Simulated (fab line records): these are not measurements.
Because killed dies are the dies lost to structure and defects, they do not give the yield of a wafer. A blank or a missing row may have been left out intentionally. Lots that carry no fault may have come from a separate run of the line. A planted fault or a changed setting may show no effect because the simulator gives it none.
fab line records -- flow gf180mcu
record lots=5, wafers=23
route steps=602 shown VT_IMPLANT@125 MVPSD@139 DUAL_GATE@148 HV_LDD@180 NSD@241 PSD@252
start-h: the number of hours between the record's first day and the start of the first shown wafer of the lot -- wait-h: hours from the lot's prior step to this one -- " as in the row above -- L1.1+2: one row covering several wafers at once -- - no value, or no start was given -- * or withheld: withheld -- < > ~ a bound
route shown NAME@n: NAME is a module with steps in the file, n the number in the route of the first one -- usual: mean/standard deviation taken from wafers without a fault -- same: alike in all rows -- chamber/n: place in a boat -- sites: the reading at each site -- _std_site: the standard deviation of these -- _edge_site: outer sites' mean less inner sites' -- radius-mm: for every site, how far away it sits from the centre of the wafer -- mask NAME#n: copy n -- behind: the last tool/chamber to shape the wafer -- hold: what put the lot on hold/how long, in hours/how the hold closed -- device: which transistor (n, p or np) failed to switch -- end of line: the tests these same wafers got at the end of their route -- a step with no rows: only its recipe -- killed: not the wafer's yield, but the dies lost to structure and defects at the first sort -- map: shows each die of a wafer: x if killed, . if not, _ if none is there
set.NAME: the run value of the setting; set.NAME@STEP: its run value at that earlier step -- model.NAME: the simulator's own value behind a step, which no gauge read
lots with deliberately changed settings; one table per step, one row per wafer
## steps
# step GF_VT_IMPLANT_COAT_35
# recipe resist=NOVOLAK, spin-rpm=3000, resist-thk-nm=1000
lot.wafer,tool,chamber,start-h,wait-h,set.spin-rpm
L076.1+5+6,litho-track-02,0,166.32,0.1,3000
L078.1+4,litho-track-01,0,175.24,0.1,3205
L078.2+5+6,litho-track-01,0,175.24,0.1,3000
L082.1+2+3+4+5,litho-track-04,0,198.61,0.1,3000
L083.2+3+4+5+6,litho-track-04,0,206.79,0.1,3000
L084.2+3,litho-track-01,0,212.81,0.1,3133
L084.4+5+6,litho-track-01,0,212.81,0.1,3000
# step GF_VT_IMPLANT_SOFTBAKE_36
# recipe temp-c=90, time-s=60, resist=NOVOLAK
# step GF_VT_IMPLANT_EXPOSE_37
# recipe mask-id=Nwell_HV_AREA, target-cd-nm=860, na=0.6, source-shape=conventional, sigma-outer=0.6, dose-mj=142.7
# step GF_VT_IMPLANT_IMPLANT_41
# recipe species=As, energy-kev=70, dose-cm2=1.013e+12, tilt-deg=7
# step GF_VT_IMPLANT_STRIP_42
# recipe chemistry=O2/N2, power-w=1400, pressure-mtorr=1500, platen-temp-c=250, o2-flow-sccm=3000, n2-flow-sccm=300, overash-fraction=0.5
# usual strip-time-to-endpoint-s=12.65/0.04
lot.wafer,tool,chamber,start-h,wait-h,set.spin-rpm@VT_IMPLANT_COAT_35,strip-time-to-endpoint-s
L076.1,plasma-asher-04,1,174.55,0.1,3000,12.72
L076.5,plasma-asher-04,1,174.55,0.1,3000,12.69
L076.6,plasma-asher-04,0,174.55,0.1,3000,12.65
L078.1,plasma-asher-01,0,184.07,0.1,3205,12.26
L078.2,plasma-asher-01,1,184.07,0.1,3000,12.60
L078.4,plasma-asher-01,1,184.07,0.1,3205,12.26
L078.5,plasma-asher-01,1,184.07,0.1,3000,12.60
L078.6,plasma-asher-01,0,184.07,0.1,3000,12.63
L082.1,plasma-asher-02,1,207.55,0.1,3000,12.65
L082.2,plasma-asher-02,0,207.55,0.1,3000,12.63
L082.3,plasma-asher-02,0,207.55,0.1,3000,12.64
L082.4,plasma-asher-02,1,207.55,0.1,3000,12.64
L082.5,plasma-asher-02,1,207.55,0.1,3000,12.63
L083.2,plasma-asher-02,1,215.97,0.1,3000,12.66
L083.3,plasma-asher-02,0,215.97,0.1,3000,12.63
L083.4,plasma-asher-02,1,215.97,0.1,3000,12.63
L083.5,plasma-asher-02,1,215.97,0.1,3000,12.67
L083.6,plasma-asher-02,0,215.97,0.1,3000,12.64
L084.2,plasma-asher-02,0,221.85,0.1,3133,12.37
L084.3,plasma-asher-02,0,221.85,0.1,3133,12.42
L084.4,plasma-asher-02,1,221.85,0.1,3000,12.67
L084.5,plasma-asher-02,0,221.85,0.1,3000,12.62
L084.6,plasma-asher-02,1,221.85,0.1,3000,12.65
# step GF_VT_IMPLANT_CLEAN_44
# recipe chemistry=SC1/SC2, mix=1:4:20, temp-c=70, time-s=150, dry=n2-spin
# step GF_VT_IMPLANT_RS_MEAS_49
# recipe thk-meas-gauge=four-point-probe
# usual MVPSD_RS=1154.2/2.8
lot.wafer,tool,chamber,start-h,wait-h,set.dose-cm2@MVPSD_IMPLANT_09,MVPSD_RS[ohm/sq]
L076.1,film-metro-01,-,175.22,0.1,5e+12,1156.6
L076.5,film-metro-01,-,175.22,0.1,5e+12,1153.3
L076.6,film-metro-01,-,175.22,0.1,5e+12,1157.5
L078.1,film-metro-04,-,184.84,0.1,4.89e+12,1162.8
L078.2,film-metro-04,-,184.84,0.1,4.89e+12,1161.8
L078.4,film-metro-04,-,184.84,0.1,4.89e+12,1161.2
L078.5,film-metro-04,-,184.84,0.1,5e+12,1156.9
L078.6,film-metro-04,-,184.84,0.1,5e+12,1157.6
L082.1,film-metro-02,-,208.22,0.1,5.121e+12,1151.2
L082.2,film-metro-02,-,208.22,0.1,5e+12,1154.5
L082.3,film-metro-02,-,208.22,0.1,5e+12,1154.8
L082.4,film-metro-02,-,208.22,0.1,5.121e+12,1153.7
L082.5,film-metro-02,-,208.22,0.1,5e+12,1154.7
L083.2,film-metro-01,-,216.66,0.1,5e+12,1156.6
L083.3,film-metro-01,-,216.66,0.1,5e+12,1153.0
L083.4,film-metro-01,-,216.66,0.1,5e+12,1154.6
L083.5,film-metro-01,-,216.66,0.1,5e+12,1153.8
L083.6,film-metro-01,-,216.66,0.1,5e+12,1151.9
L084.2,film-metro-04,-,222.54,0.1,5e+12,1150.7
L084.3,film-metro-04,-,222.54,0.1,5.272e+12,1137.9
L084.4,film-metro-04,-,222.54,0.1,5.272e+12,1141.1
L084.5,film-metro-04,-,222.54,0.1,5.272e+12,1139.3
L084.6,film-metro-04,-,222.54,0.1,5e+12,1150.5
# step GF_DUAL_GATE_SOFTBAKE_07
# recipe temp-c=90, time-s=60, resist=NOVOLAK
lot.wafer,tool,chamber,start-h,wait-h,set.temp-c
L076.1+5+6,litho-track-04,0,185.31,0.1,90
L078.1+2+5,litho-track-03,0,194.34,0.1,87.45
L078.4+6,litho-track-03,0,194.34,0.1,90
L082.1+2+5,litho-track-04,0,218.41,0.1,90.98
L082.3+4,litho-track-04,0,218.41,0.1,90
L083.2+3,litho-track-02,0,226.89,0.1,90
L083.4+5+6,litho-track-02,0,226.89,0.1,92.18
L084.2+5,litho-track-04,0,233.39,0.1,90
L084.3+4+6,litho-track-04,0,233.39,0.1,93.72
# step GF_DUAL_GATE_EXPOSE_08
# recipe mask-id=Dualgate, target-cd-nm=700, na=0.6, source-shape=conventional, sigma-outer=0.6, dose-mj=140
# step GF_DUAL_GATE_PEB_09
# recipe temp-c=withheld, time-s=*, resist=NOVOLAK
# step GF_DUAL_GATE_WET_ETCH_12
# recipe chemistry=dHF, target-depth-nm=13, dry=n2-spin, target=SiO2, temp-c=25, dilution=100:1, time-s=260
# step GF_DUAL_GATE_STRIP_13
# recipe chemistry=O2/N2, power-w=1400, pressure-mtorr=1500, platen-temp-c=250, o2-flow-sccm=3000, n2-flow-sccm=300, overash-fraction=0.5
# usual strip-time-to-endpoint-s=12.65/0.036
lot.wafer,tool,chamber,start-h,wait-h,set.temp-c@DUAL_GATE_SOFTBAKE_07,strip-time-to-endpoint-s
L076.1,plasma-asher-02,0,193.28,0.0,90,12.68
L076.5,plasma-asher-02,1,193.28,0.0,90,12.69
L076.6,plasma-asher-02,0,193.28,0.0,90,12.65
L078.1,plasma-asher-04,1,203.48,0.0,87.45,12.76
L078.2,plasma-asher-04,0,203.48,0.0,87.45,12.78
L078.4,plasma-asher-04,1,203.48,0.0,90,12.70
L078.5,plasma-asher-04,1,203.48,0.0,87.45,12.78
L078.6,plasma-asher-04,0,203.48,0.0,90,12.64
L082.1,plasma-asher-02,1,227.25,0.0,90.98,12.58
L082.2,plasma-asher-02,0,227.25,0.0,90.98,12.60
L082.3,plasma-asher-02,1,227.25,0.0,90,12.61
L082.4,plasma-asher-02,0,227.25,0.0,90,12.63
L082.5,plasma-asher-02,0,227.25,0.0,90.98,12.57
L083.2,plasma-asher-02,0,236.09,0.0,90,12.70
L083.3,plasma-asher-02,0,236.09,0.0,90,12.68
L083.4,plasma-asher-02,1,236.09,0.0,92.18,12.61
L083.5,plasma-asher-02,1,236.09,0.0,92.18,12.58
L083.6,plasma-asher-02,0,236.09,0.0,92.18,12.59
L084.2,plasma-asher-03,0,242.78,0.0,90,12.65
L084.3,plasma-asher-03,0,242.78,0.0,93.72,12.52
L084.4,plasma-asher-03,1,242.78,0.0,93.72,12.50
L084.5,plasma-asher-03,1,242.78,0.0,90,12.67
L084.6,plasma-asher-03,0,242.78,0.0,93.72,12.53
# step GF_HV_LDD_EXPOSE_04
# recipe mask-id=Nplus_LV_AREA, target-cd-nm=400, na=0.6, source-shape=conventional, sigma-outer=0.6, dose-mj=140
lot.wafer,tool,chamber,start-h,wait-h,mask,set.dose-mj
L076.1+5+6,iline-stepper-02,0,-,-,Nplus_LV_AREA#0,140
L078.1+5+6,iline-stepper-01,0,-,-,Nplus_LV_AREA#0,140
L078.2+4,iline-stepper-01,0,-,-,Nplus_LV_AREA#0,144.1
L082.1+2+3+4+5,iline-stepper-01,0,-,-,Nplus_LV_AREA#0,140
L083.2+5,iline-stepper-02,0,-,-,Nplus_LV_AREA#0,140
L083.3+4+6,iline-stepper-02,0,-,-,Nplus_LV_AREA#0,143.1
L084.2+4+6,iline-stepper-01,0,-,-,Nplus_LV_AREA#0,132.4
L084.3+5,iline-stepper-01,0,-,-,Nplus_LV_AREA#0,140
# step GF_HV_LDD_DEVELOP_06
# recipe develop-time-s=60, dev-temp-c=23
lot.wafer,tool,chamber,start-h,wait-h,set.dev-temp-c
L076.1+5+6,litho-track-01,0,234.09,0.1,23
L078.1+5,litho-track-04,0,245.26,0.1,23
L078.2+4+6,litho-track-04,0,245.26,0.1,24.4
L082.1+3,litho-track-04,0,270.76,0.1,23
L082.2+4+5,litho-track-04,0,270.76,0.1,21.94
L083.2+3+4+5+6,litho-track-01,0,279.01,0.1,23
L084.2+6,litho-track-03,0,285.46,0.1,23
L084.3+4+5,litho-track-03,0,285.46,0.1,19.77
# step GF_HV_LDD_CD_MEAS_07
# recipe target-cd-nm=400
# usual cd-nm=399.3/2.6
lot.wafer,tool,chamber,start-h,wait-h,set.dose-mj@HV_LDD_EXPOSE_04,set.dev-temp-c@HV_LDD_DEVELOP_06,cd-nm
L076.1,cd-sem-02,-,234.24,0.1,140,23,399.5
L076.5,cd-sem-02,-,234.24,0.1,140,23,397.4
L076.6,cd-sem-02,-,234.24,0.1,140,23,397.7
L078.1,cd-sem-01,-,245.41,0.1,140,23,394.8
L078.2,cd-sem-01,-,245.41,0.1,144.1,24.4,397.2
L078.4,cd-sem-01,-,245.41,0.1,144.1,24.4,398.5
L078.5,cd-sem-01,-,245.41,0.1,140,23,394.8
L078.6,cd-sem-01,-,245.41,0.1,140,24.4,389.1
L082.1,cd-sem-01,-,270.91,0.1,140,23,400.0
L082.2,cd-sem-01,-,270.91,0.1,140,21.94,404.6
L082.3,cd-sem-01,-,270.91,0.1,140,23,400.5
L082.4,cd-sem-01,-,270.91,0.1,140,21.94,403.1
L082.5,cd-sem-01,-,270.91,0.1,140,21.94,404.3
L083.2,cd-sem-02,-,279.20,0.2,140,23,398.5
L083.3,cd-sem-02,-,279.20,0.2,143.1,23,407.0
L083.4,cd-sem-02,-,279.20,0.2,143.1,23,405.7
L083.5,cd-sem-02,-,279.20,0.2,140,23,397.0
L083.6,cd-sem-02,-,279.20,0.2,143.1,23,404.8
L084.2,cd-sem-02,-,285.60,0.1,132.4,23,384.5
L084.3,cd-sem-02,-,285.60,0.1,140,19.77,412.0
L084.4,cd-sem-02,-,285.60,0.1,132.4,19.77,397.7
L084.5,cd-sem-02,-,285.60,0.1,140,19.77,414.4
L084.6,cd-sem-02,-,285.60,0.1,132.4,23,385.1
# step GF_HV_LDD_EXPOSE_16
# recipe mask-id=Pplus_LV_AREA, target-cd-nm=400, na=0.6, source-shape=conventional, sigma-outer=0.6, dose-mj=140
lot.wafer,tool,chamber,start-h,wait-h,mask,set.dose-mj
L076.1+5+6,iline-stepper-02,0,-,-,Pplus_LV_AREA#0,140
L078.1+4+5,iline-stepper-02,0,-,-,Pplus_LV_AREA#0,140
L078.2+6,iline-stepper-02,0,-,-,Pplus_LV_AREA#0,146.1
L082.1+4,iline-stepper-02,0,-,-,Pplus_LV_AREA#0,140
L082.2+3+5,iline-stepper-02,0,-,-,Pplus_LV_AREA#0,142.7
L083.2+4+5,iline-stepper-02,0,-,-,Pplus_LV_AREA#0,146.4
L083.3+6,iline-stepper-02,0,-,-,Pplus_LV_AREA#0,140
L084.2+3+4+5+6,iline-stepper-01,0,-,-,Pplus_LV_AREA#0,140
# step GF_HV_LDD_PEB_17
# recipe temp-c=withheld, time-s=*, resist=NOVOLAK
# step GF_HV_LDD_DEVELOP_18
# recipe develop-time-s=60, dev-temp-c=23
# step GF_HV_LDD_CD_MEAS_19
# recipe target-cd-nm=400
# usual cd-nm=399.6/1.9
lot.wafer,tool,chamber,start-h,wait-h,set.dose-mj@HV_LDD_EXPOSE_16,cd-nm
L076.1,cd-sem-02,-,253.28,0.1,140,400.8
L076.5,cd-sem-02,-,253.28,0.1,140,400.5
L076.6,cd-sem-02,-,253.28,0.1,140,399.4
L078.1,cd-sem-01,-,264.48,0.1,140,401.4
L078.2,cd-sem-01,-,264.48,0.1,146.1,413.9
L078.4,cd-sem-01,-,264.48,0.1,140,402.4
L078.5,cd-sem-01,-,264.48,0.1,140,400.8
L078.6,cd-sem-01,-,264.48,0.1,146.1,412.2
L082.1,cd-sem-02,-,290.38,0.1,140,401.0
L082.2,cd-sem-02,-,290.38,0.1,142.7,407.6
L082.3,cd-sem-02,-,290.38,0.1,142.7,410.1
L082.4,cd-sem-02,-,290.38,0.1,140,401.1
L082.5,cd-sem-02,-,290.38,0.1,142.7,408.1
L083.2,cd-sem-02,-,299.00,0.1,146.4,412.6
L083.3,cd-sem-02,-,299.00,0.1,140,399.0
L083.4,cd-sem-02,-,299.00,0.1,146.4,412.3
L083.5,cd-sem-02,-,299.00,0.1,146.4,410.9
L083.6,cd-sem-02,-,299.00,0.1,140,399.9
L084.2,cd-sem-01,-,305.40,0.1,140,400.9
L084.3,cd-sem-01,-,305.40,0.1,140,401.3
L084.4,cd-sem-01,-,305.40,0.1,140,401.1
L084.5,cd-sem-01,-,305.40,0.1,140,401.7
L084.6,cd-sem-01,-,305.40,0.1,140,401.0
# step GF_HV_LDD_IMPLANT_36
# recipe species=P, energy-kev=60, dose-cm2=7.5e+12, tilt-deg=30, rotation-deg=270
lot.wafer,tool,chamber,start-h,wait-h,set.dose-cm2
L076.1+5+6,implanter-01,0,273.59,0.1,7.5e+12
L078.1+2,implanter-04,0,285.14,0.1,7.5e+12
L078.4+5+6,implanter-04,0,285.14,0.1,6.285e+12
L082.1+2+5,implanter-01,0,311.79,0.1,7.5e+12
L082.3+4,implanter-01,0,311.79,0.1,6.659e+12
L083.2+3+4,implanter-04,0,320.29,0.1,7.5e+12
L083.5+6,implanter-04,0,320.29,0.1,6.603e+12
L084.2+4+5,implanter-02,0,327.01,0.1,6.492e+12
L084.3+6,implanter-02,0,327.01,0.1,7.5e+12
# step GF_HV_LDD_STRIP_37
# recipe chemistry=O2/N2, power-w=1400, pressure-mtorr=1500, platen-temp-c=250, o2-flow-sccm=3000, n2-flow-sccm=300, overash-fraction=0.5
# step GF_HV_LDD_TW_MEAS_38
# usual HV_LDD_3_TW=1441/9
lot.wafer,tool,chamber,start-h,wait-h,set.dose-cm2@HV_LDD_IMPLANT_36,HV_LDD_3_TW
L076.1,film-metro-04,-,273.84,0.1,7.5e+12,1435
L076.5,film-metro-04,-,273.84,0.1,7.5e+12,1438
L076.6,film-metro-04,-,273.84,0.1,7.5e+12,1436
L078.1,film-metro-01,-,285.39,0.1,7.5e+12,1460
L078.2,film-metro-01,-,285.39,0.1,7.5e+12,1455
L078.4,film-metro-01,-,285.39,0.1,6.285e+12,1435
L078.5,film-metro-01,-,285.39,0.1,6.285e+12,1437
L078.6,film-metro-01,-,285.39,0.1,6.285e+12,1445
L082.1,film-metro-02,-,312.04,0.1,7.5e+12,1434
L082.2,film-metro-02,-,312.04,0.1,7.5e+12,1432
L082.3,film-metro-02,-,312.04,0.1,6.659e+12,1421
L082.4,film-metro-02,-,312.04,0.1,6.659e+12,1418
L082.5,film-metro-02,-,312.04,0.1,7.5e+12,1433
L083.2,film-metro-01,-,320.53,0.1,7.5e+12,1444
L083.3,film-metro-01,-,320.53,0.1,7.5e+12,1434
L083.4,film-metro-01,-,320.53,0.1,7.5e+12,1446
L083.5,film-metro-01,-,320.53,0.1,6.603e+12,1430
L083.6,film-metro-01,-,320.53,0.1,6.603e+12,1436
L084.2,film-metro-04,-,327.25,0.1,6.492e+12,1420
L084.3,film-metro-04,-,327.25,0.1,7.5e+12,1437
L084.4,film-metro-04,-,327.25,0.1,6.492e+12,1418
L084.5,film-metro-04,-,327.25,0.1,6.492e+12,1427
L084.6,film-metro-04,-,327.25,0.1,7.5e+12,1436
# step GF_HV_LDD_SOFTBAKE_42
# recipe temp-c=90, time-s=60, resist=NOVOLAK
lot.wafer,tool,chamber,start-h,wait-h,set.time-s
L076.1+5+6,litho-track-03,0,283.33,0.1,60
L078.1+2+5,litho-track-04,0,295.01,0.1,53.65
L078.4+6,litho-track-04,0,295.01,0.1,60
L082.1+2,litho-track-03,0,321.88,0.1,60
L082.3+4+5,litho-track-03,0,321.88,0.1,62.74
L083.2+3,litho-track-04,0,330.74,0.1,55.43
L083.4+5+6,litho-track-04,0,330.74,0.1,60
L084.2+3+4+5+6,litho-track-04,0,337.63,0.1,60
# step GF_HV_LDD_EXPOSE_43
# recipe mask-id=Pplus_HV_AREA, target-cd-nm=400, na=0.6, source-shape=conventional, sigma-outer=0.6, dose-mj=140
# step GF_HV_LDD_PEB_44
# recipe temp-c=withheld, time-s=*, resist=NOVOLAK
# step GF_HV_LDD_CLEAN_51
# recipe chemistry=SC1/SC2, mix=1:4:20, temp-c=70, time-s=150, dry=n2-spin
# step GF_HV_LDD_RTA_52
# recipe temp-c=1000, time-s=10, ambient=N2
# step GF_HV_LDD_RS_MEAS_53
# recipe thk-meas-gauge=four-point-probe
# usual HV_LDD_RS=417.9/0.83
lot.wafer,tool,chamber,start-h,wait-h,set.dose-cm2@HV_LDD_IMPLANT_36,HV_LDD_RS[ohm/sq]
L076.1,film-metro-02,-,293.97,0.1,7.5e+12,417.6
L076.5,film-metro-02,-,293.97,0.1,7.5e+12,416.4
L076.6,film-metro-02,-,293.97,0.1,7.5e+12,417.5
L078.1,film-metro-04,-,305.67,0.1,7.5e+12,417.6
L078.2,film-metro-04,-,305.67,0.1,7.5e+12,418.7
L078.4,film-metro-04,-,305.67,0.1,6.285e+12,420.1
L078.5,film-metro-04,-,305.67,0.1,6.285e+12,421.3
L078.6,film-metro-04,-,305.67,0.1,6.285e+12,421.0
L082.1,film-metro-01,-,333.05,0.1,7.5e+12,418.5
L082.2,film-metro-01,-,333.05,0.1,7.5e+12,417.9
L082.3,film-metro-01,-,333.05,0.1,6.659e+12,420.4
L082.4,film-metro-01,-,333.05,0.1,6.659e+12,421.6
L082.5,film-metro-01,-,333.05,0.1,7.5e+12,419.0
L083.2,film-metro-02,-,341.54,0.1,7.5e+12,417.6
L083.3,film-metro-02,-,341.54,0.1,7.5e+12,417.4
L083.4,film-metro-02,-,341.54,0.1,7.5e+12,418.1
L083.5,film-metro-02,-,341.54,0.1,6.603e+12,419.6
L083.6,film-metro-02,-,341.54,0.1,6.603e+12,419.7
L084.2,film-metro-02,-,348.89,0.1,6.492e+12,419.4
L084.3,film-metro-02,-,348.89,0.1,7.5e+12,417.1
L084.4,film-metro-02,-,348.89,0.1,6.492e+12,420.4
L084.5,film-metro-02,-,348.89,0.1,6.492e+12,421.3
L084.6,film-metro-02,-,348.89,0.1,7.5e+12,418.8
# step GF_NSD_DEVELOP_06
# recipe develop-time-s=60, dev-temp-c=23
lot.wafer,tool,chamber,start-h,wait-h,set.develop-time-s
L076.1+5+6,litho-track-04,0,317.16,0.1,60
L078.1+5+6,litho-track-01,0,329.28,0.1,60
L078.2+4,litho-track-01,0,329.28,0.1,68.94
L082.1+3+5,litho-track-02,0,358.71,0.1,60
L082.2+4,litho-track-02,0,358.71,0.1,53.15
L083.2+4+5,litho-track-02,0,365.34,0.1,60
L083.3+6,litho-track-02,0,365.34,0.1,65.12
L084.2+5+6,litho-track-02,0,373.44,0.1,53.6
L084.3+4,litho-track-02,0,373.44,0.1,60
# step GF_NSD_CD_MEAS_07
# recipe target-cd-nm=400
# usual cd-nm=398.4/2.3
lot.wafer,tool,chamber,start-h,wait-h,set.develop-time-s@NSD_DEVELOP_06,cd-nm
L076.1,cd-sem-02,-,317.31,0.1,60,396.9
L076.5,cd-sem-02,-,317.31,0.1,60,394.7
L076.6,cd-sem-02,-,317.31,0.1,60,396.5
L078.1,cd-sem-02,-,329.43,0.1,60,398.3
L078.2,cd-sem-02,-,329.43,0.1,68.94,410.2
L078.4,cd-sem-02,-,329.43,0.1,68.94,410.9
L078.5,cd-sem-02,-,329.43,0.1,60,398.1
L078.6,cd-sem-02,-,329.43,0.1,60,398.2
L082.1,cd-sem-02,-,358.87,0.1,60,400.4
L082.2,cd-sem-02,-,358.87,0.1,53.15,388.3
L082.3,cd-sem-02,-,358.87,0.1,60,401.9
L082.4,cd-sem-02,-,358.87,0.1,53.15,389.6
L082.5,cd-sem-02,-,358.87,0.1,60,401.1
L083.2,cd-sem-02,-,365.48,0.1,60,395.3
L083.3,cd-sem-02,-,365.48,0.1,65.12,401.9
L083.4,cd-sem-02,-,365.48,0.1,60,395.2
L083.5,cd-sem-02,-,365.48,0.1,60,393.0
L083.6,cd-sem-02,-,365.48,0.1,65.12,403.8
L084.2,cd-sem-01,-,373.58,0.1,53.6,388.8
L084.3,cd-sem-01,-,373.58,0.1,60,400.9
L084.4,cd-sem-01,-,373.58,0.1,60,401.3
L084.5,cd-sem-01,-,373.58,0.1,53.6,389.5
L084.6,cd-sem-01,-,373.58,0.1,53.6,391.9
# step GF_PSD_EXPOSE_04
# recipe mask-id=Pplus, target-cd-nm=400, na=0.6, source-shape=conventional, sigma-outer=0.6, dose-mj=140
lot.wafer,tool,chamber,start-h,wait-h,mask,set.dose-mj
L076.1+5+6,iline-stepper-01,0,-,-,Pplus#0,140
L078.1+4,iline-stepper-02,0,-,-,Pplus#0,147
L078.2+5+6,iline-stepper-02,0,-,-,Pplus#0,140
L082.1+3+4,iline-stepper-02,0,-,-,Pplus#0,140
L082.2+5,iline-stepper-02,0,-,-,Pplus#0,135.7
L083.2+5+6,iline-stepper-01,0,-,-,Pplus#0,134.3
L083.3+4,iline-stepper-01,0,-,-,Pplus#0,140
L084.2+3+4,iline-stepper-01,0,-,-,Pplus#0,140
L084.5+6,iline-stepper-01,0,-,-,Pplus#0,148.1
# step GF_PSD_PEB_05
# recipe temp-c=withheld, time-s=*, resist=NOVOLAK
# step GF_PSD_DEVELOP_06
# recipe develop-time-s=57.92, dev-temp-c=23
lot.wafer,tool,chamber,start-h,wait-h,set.dose-mj@PSD_EXPOSE_04,model.PSD.cd-nm
L076.1,litho-track-04,0,338.56,0.1,140,398.1
L076.5,litho-track-04,0,338.56,0.1,140,399.9
L076.6,litho-track-04,0,338.56,0.1,140,396.7
L078.1,litho-track-04,0,352.36,0.1,147,411.6
L078.2,litho-track-04,0,352.36,0.1,140,400
L078.4,litho-track-04,0,352.36,0.1,147,414.1
L078.5,litho-track-04,0,352.36,0.1,140,397.9
L078.6,litho-track-04,0,352.36,0.1,140,397.5
L082.1,litho-track-04,0,381.26,0.1,140,400.4
L082.2,litho-track-04,0,381.26,0.1,135.7,388.6
L082.3,litho-track-04,0,381.26,0.1,140,399.3
L082.4,litho-track-04,0,381.26,0.1,140,400.3
L082.5,litho-track-04,0,381.26,0.1,135.7,392.7
L083.2,litho-track-02,0,387.84,0.1,134.3,384.9
L083.3,litho-track-02,0,387.84,0.1,140,396.6
L083.4,litho-track-02,0,387.84,0.1,140,398.5
L083.5+6,litho-track-02,0,387.84,0.1,134.3,384.3
L084.2,litho-track-02,0,396.59,0.1,140,395.7
L084.3,litho-track-02,0,396.59,0.1,140,398.1
L084.4,litho-track-02,0,396.59,0.1,140,396.2
L084.5,litho-track-02,0,396.59,0.1,148.1,414.3
L084.6,litho-track-02,0,396.59,0.1,148.1,415.1
# step GF_PSD_CD_MEAS_07
# recipe target-cd-nm=400
# usual cd-nm=399.7/2.8
lot.wafer,tool,chamber,start-h,wait-h,set.dose-mj@PSD_EXPOSE_04,cd-nm
L076.1,cd-sem-02,-,338.71,0.1,140,397.9
L076.5,cd-sem-02,-,338.71,0.1,140,400.0
L076.6,cd-sem-02,-,338.71,0.1,140,396.7
L078.1,cd-sem-01,-,352.51,0.1,147,411.3
L078.2,cd-sem-01,-,352.51,0.1,140,399.8
L078.4,cd-sem-01,-,352.51,0.1,147,413.7
L078.5,cd-sem-01,-,352.51,0.1,140,398.1
L078.6,cd-sem-01,-,352.51,0.1,140,397.5
L082.1,cd-sem-01,-,381.41,0.1,140,400.5
L082.2,cd-sem-01,-,381.41,0.1,135.7,388.7
L082.3,cd-sem-01,-,381.41,0.1,140,399.4
L082.4,cd-sem-01,-,381.41,0.1,140,400.1
L082.5,cd-sem-01,-,381.41,0.1,135.7,392.8
L083.2,cd-sem-02,-,387.98,0.1,134.3,384.6
L083.3,cd-sem-02,-,387.98,0.1,140,396.6
L083.4,cd-sem-02,-,387.98,0.1,140,398.8
L083.5,cd-sem-02,-,387.98,0.1,134.3,384.2
L083.6,cd-sem-02,-,387.98,0.1,134.3,384.1
L084.2,cd-sem-01,-,396.73,0.1,140,395.6
L084.3,cd-sem-01,-,396.73,0.1,140,397.8
L084.4,cd-sem-01,-,396.73,0.1,140,396.1
L084.5,cd-sem-01,-,396.73,0.1,148.1,414.3
L084.6,cd-sem-01,-,396.73,0.1,148.1,415.2
## key
split step=GF_VT_IMPLANT_COAT_35, setting=spin-rpm, stated=3000, by=wafer
response step=GF_VT_IMPLANT_STRIP_42, reading=strip-time-to-endpoint-s, change=*, per=1%, r=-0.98
split step=GF_DUAL_GATE_SOFTBAKE_07, setting=temp-c, stated=90, by=wafer
response step=GF_DUAL_GATE_STRIP_13, reading=strip-time-to-endpoint-s, change=*, per=1%, r=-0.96
split step=GF_HV_LDD_EXPOSE_04, setting=dose-mj, stated=140, by=wafer
response step=GF_HV_LDD_CD_MEAS_07, reading=cd-nm, change=+3.8, per=1%, r=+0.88
split step=GF_HV_LDD_DEVELOP_06, setting=dev-temp-c, stated=23, by=wafer
response step=GF_HV_LDD_CD_MEAS_07, reading=cd-nm, slope=-0.882, per=1%, together-with=dose-mj@HV_LDD_EXPOSE_04, explained=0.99
split step=GF_HV_LDD_EXPOSE_16, setting=dose-mj, stated=140, by=wafer
response step=GF_HV_LDD_CD_MEAS_19, reading=cd-nm, change=+2.79, per=1%, r=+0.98
split step=GF_HV_LDD_IMPLANT_36, setting=dose-cm2, stated=7.5e+12, by=wafer
response step=GF_HV_LDD_TW_MEAS_38, reading=HV_LDD_3_TW, change=+1.05, per=1%, r=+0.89
response step=GF_HV_LDD_RS_MEAS_53, reading=HV_LDD_RS, change=-0.18, per=1%, r=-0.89
split step=GF_HV_LDD_SOFTBAKE_42, setting=time-s, stated=60, by=wafer
response none clear
split step=GF_NSD_DEVELOP_06, setting=develop-time-s, stated=60, by=wafer
response step=GF_NSD_CD_MEAS_07, reading=cd-nm, change=+0.948, per=1%, r=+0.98
split step=GF_PSD_EXPOSE_04, setting=dose-mj, stated=140, by=wafer
response step=GF_PSD_DEVELOP_06, reading=model.PSD.cd-nm, change=+3.05, per=1%, r=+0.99
response step=GF_PSD_CD_MEAS_07, reading=cd-nm, change=+3.06, per=1%, r=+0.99
split outside-this-file step=GF_MVPSD_IMPLANT_09 setting=dose-cm2
# split outside-this-file: this setting was split too, and the file shows its column; the key of that split is in another file
